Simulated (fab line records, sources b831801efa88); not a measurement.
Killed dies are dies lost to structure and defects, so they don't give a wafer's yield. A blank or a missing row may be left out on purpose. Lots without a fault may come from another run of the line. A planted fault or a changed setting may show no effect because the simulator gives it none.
Which tool did it? | flow sky130 | 6 lots, 16 wafers sampled, at 1 step of a route of 708

WHAT THE GAUGES READ, wafer by wafer
SKY_CAP2M_OVL_MEAS_12.
lot  | measured     | on         | CAP2M_OVL (nm)
L403 | day 42 05:18 | overlay-01 | -0.8 -1.5 -2.4
L399 | day 42 11:29 | overlay-02 | 0.0 -0.5 0.0
L407 | day 43 09:37 | overlay-01 | -1.0
L413 | day 44 18:39 | overlay-01 | -1.8 -1.6 -1.2
L416 | day 45 16:43 | overlay-01 | 0.0 -0.8 0.1
L421 | day 46 21:54 | overlay-02 | -1.2 -2.8 -1.0

WHICH TOOL RAN EACH LOT (tool, then ch and the chambers of the sampled wafers, then the start)
The record holds no process step before these readings.

THE ANSWER, worked out from the rows above alone
Rule: what is usual is taken from the lots themselves. Put in order of their means at a reading, lots are off if they are a third of the lots or fewer, leave a main group of 4 or more, and stand apart from it by a gap of 3 or more times the standard deviation of the main group's means; of several such gaps the widest counts. A main group whose means are all the same, to the digits that the tables above print for the reading, isn't used. A lot without any number at a reading at which 4 lots or more have one is off too. The other lots that the step has rows for count as sound.
No lot is off at any reading shown: from this, nothing can be told.

WHAT THE SIMULATOR HAD PUT IN
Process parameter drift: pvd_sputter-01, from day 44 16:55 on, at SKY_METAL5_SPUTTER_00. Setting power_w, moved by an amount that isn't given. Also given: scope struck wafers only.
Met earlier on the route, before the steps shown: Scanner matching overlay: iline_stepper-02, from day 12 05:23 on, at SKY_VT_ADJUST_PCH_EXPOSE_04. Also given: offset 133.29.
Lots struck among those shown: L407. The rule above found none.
